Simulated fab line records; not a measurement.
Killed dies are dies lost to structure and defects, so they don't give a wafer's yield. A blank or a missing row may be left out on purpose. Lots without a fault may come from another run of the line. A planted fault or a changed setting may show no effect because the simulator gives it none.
Which of the tools did it? | flow sky130 | 10 lots with 30 wafers sampled at 5 steps, on a route of 708 steps

## WHAT THE GAUGES SHOWED, per wafer
SKY_CONTACT_THK_MEAS_01.
lot  | measured     | on           | CONTACT_CVD_00_THK (nm)
L812 | day 29 23:04 | filmMetro-03 | 75.4 76.1 76.4
L813 | day 30 12:41 | filmMetro-04 | 74.4 76.1 75.4
L815 | day 30 19:18 | filmMetro-04 | 73.6 74.4 74.1
L816 | day 31 08:38 | filmMetro-03 | 76.0 76.2 75.7
L817 | day 32 22:25 | filmMetro-02 | 73.4 72.9 74.4
L822 | day 33 14:05 | filmMetro-03 | 74.6 74.3 75.3
L824 | day 34 00:41 | filmMetro-02 | 73.6 75.2 75.5
L833 | day 36 18:51 | filmMetro-02 | 75.4 74.8 74.2
L834 | day 37 06:13 | filmMetro-03 | 73.2 75.5 74.7
L835 | day 37 15:38 | filmMetro-04 | 72.9 74.2 75.0

SKY_METAL1_RS_MEAS_05: the measuring method here is four-point-probe.
lot  | measured     | on           | METAL1_ALCU_RS (ohm/sq)
L812 | day 31 05:21 | filmMetro-02 | 0.1241 0.1258 0.1253
L813 | day 31 19:16 | filmMetro-03 | 0.1259 0.1248 0.1268
L815 | day 32 01:26 | filmMetro-03 | 0.1288 0.1276 0.1291
L816 | day 32 13:55 | filmMetro-02 | 0.1281 0.1268 0.1259
L817 | day 34 03:23 | filmMetro-01 | 0.1254 0.1258 0.1260
L822 | day 34 19:50 | filmMetro-01 | 0.1289 0.1305 0.1299
L824 | day 35 05:22 | filmMetro-01 | 0.1276 0.1271 0.1266
L833 | day 37 22:41 | filmMetro-01 | 0.1716 0.1280 0.1279
L834 | day 38 10:47 | filmMetro-03 | 0.1263 0.1676 0.1263
L835 | day 38 19:55 | filmMetro-03 | 0.1227 0.1224 0.1223

SKY_METAL1_THK_MEAS_06: measures by xrf.
lot  | measured     | on           | METAL1_ALCU_THK (nm)
L812 | day 31 05:28 | filmMetro-02 | 250 248 247
L813 | day 31 19:23 | filmMetro-03 | 250 253 249
L815 | day 32 01:33 | filmMetro-03 | 243 245 242
L816 | day 32 14:00 | filmMetro-02 | 241 245 245
L817 | day 34 03:31 | filmMetro-01 | 249 250 250
L822 | day 34 19:57 | filmMetro-01 | 243 242 243
L824 | day 35 05:28 | filmMetro-01 | 245 247 247
L833 | day 37 22:49 | filmMetro-01 | 187 246 246
L834 | day 38 10:53 | filmMetro-03 | 247 189 249
L835 | day 38 20:01 | filmMetro-03 | 255 257 255

## EACH LOT AND THE TOOL THAT RAN IT (in order: tool; ch and the chambers of the sampled wafers; start)
lot  | SKY_CONTACT_CVD_00              | SKY_METAL1_SPUTTER_02
L812 | pecvd-03 ch 1,2, day 29 23:02   | pvdSputter-02, day 31 05:14
L813 | pecvd-02 ch 0,2, day 30 12:38   | pvdSputter-03, day 31 19:10
L815 | pecvd-02 ch 1,2, day 30 19:16   | pvdSputter-01, day 32 01:20
L816 | pecvd-03 ch 0,1,2, day 31 08:35 | pvdSputter-02, day 32 13:46
L817 | pecvd-01 ch 0,2, day 32 22:23   | pvdSputter-02, day 34 03:18
L822 | pecvd-03 ch 0,1,2, day 33 14:02 | pvdSputter-02, day 34 19:44
L824 | pecvd-01 ch 0,1, day 34 00:38   | pvdSputter-02, day 35 05:14
L833 | pecvd-01 ch 0,1,2, day 36 18:49 | pvdSputter-02, day 37 22:36
L834 | pecvd-02 ch 1, day 37 06:10     | pvdSputter-02, day 38 10:40
L835 | pecvd-03 ch 0,1, day 37 15:35   | pvdSputter-03, day 38 19:48
- SKY_CONTACT_CVD_00: deposits Si3N4, target thk 75 nm.
- SKY_METAL1_SPUTTER_02: material AlCu, target thk 250 nm, time 13.3 s.

## AS READ BY THE TOOLS THEMSELVES (means over the sampled wafers that have a number; for cases with no such wafer, the mark the record gives instead)
SKY_CONTACT_CVD_00.
lot  | tool     | heaterPowerW (W) | susceptorTempC (C)
L812 | pecvd-03 | 642              | 399.94
L813 | pecvd-02 | 745              | 400.07
L815 | pecvd-02 | 751              | 399.93
L816 | pecvd-03 | 698              | 399.91
L817 | pecvd-01 | 622              | 400.02
L822 | pecvd-03 | 679              | 400.00
L824 | pecvd-01 | 787              | 399.86
L833 | pecvd-01 | 691              | 400.02
L834 | pecvd-02 | 756              | 399.96
L835 | pecvd-03 | 721              | 399.98

SKY_METAL1_SPUTTER_02.
lot  | tool          | throttleValvePct (%)
L812 | pvdSputter-02 | 29.9
L813 | pvdSputter-03 | 30.5
L815 | pvdSputter-01 | 28.8
L816 | pvdSputter-02 | 29.8
L817 | pvdSputter-02 | 30.5
L822 | pvdSputter-02 | 30.2
L824 | pvdSputter-02 | 29.9
L833 | pvdSputter-02 | 29.7
L834 | pvdSputter-02 | 30.0
L835 | pvdSputter-03 | 30.2

## THE ANSWER, worked out from the rows above alone
Rule: the lots themselves supply what counts as usual. Put in order of their means at a reading, lots are off if they are a third of the lots or fewer, leave a main group of 4 or more, and stand apart from it by a gap of 3 or more times the standard deviation of the main group's means; of several such gaps the widest counts. A main group is skipped when, at the precision printed for the reading in the tables above, its means are all equal. A lot without any number at a reading at which 4 lots or more have one is off too. All remaining lots with rows at the step are treated as sound. The gauges are gone through in route order, then the tools' own readings, and for those a lot's mean is taken as printed above. At the first step where some lot is off, the reading lying furthest off is the one used; lots without a number count as furthest.
Off: L833, L834, at SKY_METAL1_RS_MEAS_05 (METAL1_ALCU_RS). Main group: mean 0.1264 ohm/sq, sd 0.0021.
If a tool, at a process step before that reading, ran all the lots that are off and no sound lot after the first of them, it fits. Gauges at SKY_METAL1_RS_MEAS_05: tried the same way as those tools. One fits: SKY_METAL1_SPUTTER_02 on pvdSputter-02. Its last sound lot is L824 (day 35 05:14), its first lot that is off L833 (day 37 22:36): a fault that began between those two fits.

## WHAT WAS PUT IN BY THE SIMULATOR
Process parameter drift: pvdSputter-02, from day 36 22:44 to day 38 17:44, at SKY_METAL1_SPUTTER_02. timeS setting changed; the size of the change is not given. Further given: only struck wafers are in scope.
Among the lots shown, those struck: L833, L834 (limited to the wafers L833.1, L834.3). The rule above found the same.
